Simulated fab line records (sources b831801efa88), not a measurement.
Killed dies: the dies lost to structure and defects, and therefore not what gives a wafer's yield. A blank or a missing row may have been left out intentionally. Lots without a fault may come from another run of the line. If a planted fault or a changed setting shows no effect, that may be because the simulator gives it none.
The tool behind it: which one?    flow sky130    12 lots, 36 wafers sampled, at 3 steps of a route of 708

== WHAT THE GAUGES READ, wafer by wafer ==
SKY_SD_N_OVL_MEAS_08. Usual: for SD_N_OVL the level is -0.8 nm and the standard deviation is 1.2.
lot   measured      on          SD_N_OVL (nm)         flag
L566  day 28 00:22  overlay-01  -2.8 -2.7 0.5         
L568  day 29 10:10  overlay-02  -1.5 -1.5 -1.8        
L570  day 30 05:25  overlay-02  3.2 1.1 1.7           
L571  day 30 09:05  overlay-02  -1.0 -0.1 -1.3        
L573  day 31 07:43  overlay-02  -0.6 0.1 -1.3         
L578  day 32 14:14  overlay-01  -101.8 -101.1 -101.8  OFF
L577  day 32 14:31  overlay-02  -3.1 -2.6 -3.5        
L579  day 32 22:55  overlay-01  -100.8 -102.1 -101.8  OFF
L580  day 32 23:31  overlay-01  -104.2 -103.8 -102.8  OFF
L581  day 33 07:41  overlay-01  -102.2 -103.8 -102.9  OFF
L586  day 35 02:16  overlay-01  -0.8 0.5 -0.3         
L587  day 35 07:37  overlay-01  0.2 0.5 -0.8          

SKY_SD_N_RS_MEAS_18: the measuring method here is four-point-probe. Usual: for RES_XHIGH_RS the level is 332.8 ohm/sq and the standard deviation is 1.2.
lot   measured      on             RES_XHIGH_RS (ohm/sq)  flag
L566  day 28 01:22  film_metro-04  333.7 333.7 333.6      
L568  day 29 11:07  film_metro-02  333.7 334.9 335.4      
L570  day 30 06:22  film_metro-03  331.2 330.2 330.6      
L571  day 30 10:02  film_metro-04  334.4 335.7 334.8      
L573  day 31 08:40  film_metro-03  332.3 331.6 330.7      
L578  day 32 15:11  film_metro-02  334.4 333.0 332.4      
L577  day 32 15:35  film_metro-03  333.2 332.9 331.2      
L579  day 32 23:52  film_metro-04  332.6 332.1 333.6      
L580  day 33 00:32  film_metro-04  331.6 331.4 331.6      
L581  day 33 08:38  film_metro-03  331.9 331.9 330.8      
L586  day 35 03:13  film_metro-04  331.8 330.6 331.6      
L587  day 35 08:37  film_metro-04  331.3 332.5 332.0      

== WHICH TOOL RAN EACH LOT (tool, then ch and the chambers of the sampled wafers, then the start) ==
lot   SKY_SD_N_EXPOSE_04
L566  iline_stepper-02 ch 0, day 27 12:26
L568  iline_stepper-01 ch 0, day 28 20:59
L570  iline_stepper-02 ch 0, day 29 14:55
L571  iline_stepper-01 ch 0, day 29 19:50
L573  iline_stepper-01 ch 0, day 30 17:01
L578  iline_stepper-01 ch 0, day 32 00:01
L577  iline_stepper-02 ch 0, day 32 00:27
L579  iline_stepper-01 ch 0, day 32 10:55
L580  iline_stepper-01 ch 0, day 32 11:29
L581  iline_stepper-01 ch 0, day 32 18:22
L586  iline_stepper-02 ch 0, day 34 13:43
L587  iline_stepper-02 ch 0, day 34 19:29
- SKY_SD_N_EXPOSE_04: exposes mask NSDM, target cd 380 nm.

== AS READ BY THE TOOLS THEMSELVES (means over the sampled wafers that have a number; for cases with no such wafer, the mark the record gives instead) ==
SKY_SD_N_EXPOSE_04. Usual: 0.0 nm for focus_offset_nm, sd 0.56.
lot   tool              focus_offset_nm (nm)  flag
L566  iline_stepper-02  -0.1                  
L568  iline_stepper-01  0.1                   
L570  iline_stepper-02  -0.3                  
L571  iline_stepper-01  -0.2                  
L573  iline_stepper-01  0.3                   
L578  iline_stepper-01  0.9                   
L577  iline_stepper-02  0.2                   
L579  iline_stepper-01  -0.2                  
L580  iline_stepper-01  0.5                   
L581  iline_stepper-01  -1.3                  
L586  iline_stepper-02  0.1                   
L587  iline_stepper-02  -0.5                  

== THE ANSWER, worked out from the rows above alone ==
Rule: lot off if the mean of its wafers having a number is beyond 3 standard deviations from the usual mean. Also off: a lot with no number at a reading for which 4 or more lots have one. The other lots that the step has rows for count as sound. After the gauges, taken in route order, come the tools' own readings; for these a lot's mean is taken, as printed above. The first step at which some lot is off is used, and at that step the reading that is off furthest; a lot without a number counts as furthest.
Off: at SKY_SD_N_OVL_MEAS_08 (SD_N_OVL), L578, L579, L580, L581.
If a tool, at a process step before that reading, ran all the lots that are off and no sound lot after the first of them, it fits. Those tools and the gauges at SKY_SD_N_OVL_MEAS_08 are tried in the same way. One fits: iline_stepper-01 at SKY_SD_N_EXPOSE_04. A fault onset in the window from L573 (day 30 17:01, its last sound lot) to L578 (day 32 00:01, its first lot off) fits.

== WHAT WAS PUT IN BY THE SIMULATOR ==
Scanner matching overlay: iline_stepper-01, from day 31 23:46 on, at SKY_SD_N_EXPOSE_04. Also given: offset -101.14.
Shown lots that were struck: L578, L579, L580, L581. Same finding as the rule above.
